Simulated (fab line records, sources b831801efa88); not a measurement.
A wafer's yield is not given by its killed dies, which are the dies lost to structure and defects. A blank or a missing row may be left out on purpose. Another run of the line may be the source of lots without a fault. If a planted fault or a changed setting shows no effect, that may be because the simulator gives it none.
What tool caused it? | flow sky130 | 12 lots with 36 wafers sampled at 4 steps, on a route of 708 steps

## WHAT THE GAUGES SHOWED, per wafer
SKY_SONOS_ONO_OVL_MEAS_14.
lot  | measured     | on         | SONOS_ONO_OVL (nm)
L609 | day 12 21:57 | overlay-02 | 2.8 1.5 1.3
L611 | day 13 17:31 | overlay-02 | 0.1 0.6 1.4
L612 | day 13 17:24 | overlay-01 | 0.1 1.2 0.3
L615 | day 14 20:30 | overlay-01 | 0.5 0.6 0.7
L618 | day 15 15:23 | overlay-02 | 1.0 -0.5 -0.6
L622 | day 16 22:07 | overlay-02 | 1.6 2.5 2.9
L623 | day 17 11:57 | overlay-01 | -0.8 1.0 0.3
L624 | day 17 21:28 | overlay-01 | 0.6 1.2 0.7
L625 | day 18 14:35 | overlay-01 | 1.7 1.8 2.4
L629 | day 19 11:11 | overlay-01 | 1.5 0.8 1.4
L631 | day 20 16:02 | overlay-02 | 0.8 3.0 2.6
L632 | day 21 02:36 | overlay-02 | 1.4 1.8 -0.3

SKY_GATE_OXIDE_THK_MEAS_02.
lot  | measured     | on           | GATE_OXIDE_OXIDATION_00_THK (nm)
L609 | day 13 07:13 | filmMetro-02 | 10.14 9.96 10.25
L611 | day 13 22:37 | filmMetro-02 | 10.76 10.73 10.82
L612 | day 13 22:37 | filmMetro-04 | 10.05 9.79 10.16
L615 | day 14 22:49 | filmMetro-02 | 9.67 9.81 9.72
L618 | day 15 18:43 | filmMetro-02 | 10.07 10.04 10.11
L622 | day 17 01:05 | filmMetro-04 | 5.91 5.92 6.17
L623 | day 17 13:55 | filmMetro-02 | 10.11 10.18 10.26
L624 | day 17 23:15 | filmMetro-03 | 10.32 10.27 10.19
L625 | day 18 16:43 | filmMetro-03 | 6.10 6.09 6.09
L629 | day 19 13:03 | filmMetro-02 | 10.02 10.21 10.11
L631 | day 20 17:48 | filmMetro-02 | 9.92 9.83 9.66
L632 | day 21 04:55 | filmMetro-04 | 9.75 10.04 10.02

## WHICH TOOL RAN EACH LOT (tool, then ch and the chambers of the sampled wafers, then the start)
lot  | SKY_VT_ADJUST_NCORE_STRIP_10        | SKY_GATE_OXIDE_OXIDATION_01
L609 | plasmaAsher-03 ch 0,1, day 8 19:46  | furnace-02 ch 0, day 13 05:47
L611 | plasmaAsher-04 ch 0,1, day 9 08:38  | furnace-01 ch 0, day 13 21:12
L612 | plasmaAsher-03 ch 0,1, day 9 11:17  | furnace-01 ch 0, day 13 21:12
L615 | plasmaAsher-03 ch 0,1, day 10 11:47 | furnace-02 ch 0, day 14 21:25
L618 | plasmaAsher-04 ch 0,1, day 11 04:50 | furnace-02 ch 0, day 15 17:19
L622 | plasmaAsher-01 ch 0,1, day 12 08:31 | furnace-01 ch 0, day 16 23:40
L623 | plasmaAsher-03 ch 1, day 12 18:32   | furnace-02 ch 0, day 17 12:30
L624 | plasmaAsher-01 ch 0,1, day 12 21:52 | furnace-02 ch 0, day 17 21:49
L625 | plasmaAsher-03 ch 0,1, day 13 15:17 | furnace-01 ch 0, day 18 15:19
L629 | plasmaAsher-01 ch 0,1, day 14 12:23 | furnace-02 ch 0, day 19 11:38
L631 | plasmaAsher-03 ch 0,1, day 15 12:23 | furnace-02 ch 0, day 20 16:23
L632 | plasmaAsher-03 ch 0,1, day 15 22:31 | furnace-02 ch 0, day 21 03:29
- SKY_VT_ADJUST_NCORE_STRIP_10: strips in O2/N2.
- SKY_GATE_OXIDE_OXIDATION_01: stabilise 600 s, purge 300 s, target thk 10.268 nm.

## AS READ BY THE TOOLS THEMSELVES (means over the sampled wafers that have a number; for cases with no such wafer, the mark the record gives instead)
SKY_VT_ADJUST_NCORE_STRIP_10.
lot  | tool           | drypumpMotorCurrentA (A) | oesProductAu (a.u.) | stripTimeToEndpointS (s)
L609 | plasmaAsher-03 | 5.55                     | 0.718               | 14.20
L611 | plasmaAsher-04 | 5.80                     | 0.714               | 14.21
L612 | plasmaAsher-03 | 5.73                     | 0.718               | 14.26
L615 | plasmaAsher-03 | 5.54                     | 0.714               | 14.19
L618 | plasmaAsher-04 | 5.79                     | 0.716               | 14.25
L622 | plasmaAsher-01 | 5.56                     | 0.717               | 14.25
L623 | plasmaAsher-03 | 5.42                     | 0.713               | 14.16
L624 | plasmaAsher-01 | 5.67                     | 0.716               | 14.23
L625 | plasmaAsher-03 | 5.71                     | 0.713               | 14.19
L629 | plasmaAsher-01 | 5.56                     | 0.715               | 14.15
L631 | plasmaAsher-03 | 5.69                     | 0.715               | 14.16
L632 | plasmaAsher-03 | 5.74                     | 0.718               | 14.17

SKY_GATE_OXIDE_OXIDATION_01.
lot  | tool       | oxTempCMax | spikeTcLowerC (C)
L609 | furnace-02 | 902.7      | 900.5
L611 | furnace-01 | 903.2      | 901.7
L612 | furnace-01 | 903.3      | 902.1
L615 | furnace-02 | 901.8      | 900.3
L618 | furnace-02 | 901.9      | 901.0
L622 | furnace-01 | 902.0      | 902.3
L623 | furnace-02 | 902.5      | 900.3
L624 | furnace-02 | 902.2      | 899.5
L625 | furnace-01 | 902.7      | 901.2
L629 | furnace-02 | 902.3      | 900.0
L631 | furnace-02 | 902.2      | 901.0
L632 | furnace-02 | 902.5      | 899.6

## THE ANSWER, worked out from the rows above alone
Rule: the lots themselves supply what counts as usual. The widest of any qualifying gaps counts: lots, ordered by their means at a reading, are off when they make up no more than a third of the lots, leave a main group of 4 or more, and stand apart from it by 3 or more times the standard deviation of that group's means. A main group whose means are all the same, to the digits that the tables above print for the reading, isn't used. Also off: a lot with no number at a reading for which 4 or more lots have one. The other lots that the step has rows for count as sound. First the gauges in route order, then the tools' own readings, where a lot's mean is used as printed above. The first step at which some lot is off is used, and at that step the reading that is off furthest; a lot without a number counts as furthest.
Off: L622, L625, at SKY_GATE_OXIDE_THK_MEAS_02 (GATE_OXIDE_OXIDATION_00_THK). Main group: mean 10.10 nm, sd 0.27.
A tool fits if, at a process step before that reading, it ran every lot that is off, and no sound lot after the first of them. Gauges at SKY_GATE_OXIDE_THK_MEAS_02: tried the same way as those tools. One fits: SKY_GATE_OXIDE_OXIDATION_01 on furnace-01. A fault onset in the window from L611 (day 13 21:12, its last sound lot) to L622 (day 16 23:40, its first lot off) fits.

## WHAT THE SIMULATOR PUT IN
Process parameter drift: furnace-01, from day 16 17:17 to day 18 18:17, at SKY_GATE_OXIDE_OXIDATION_01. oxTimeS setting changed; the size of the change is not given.
Lots struck among those shown: L622, L625. The rule above reached the same finding.
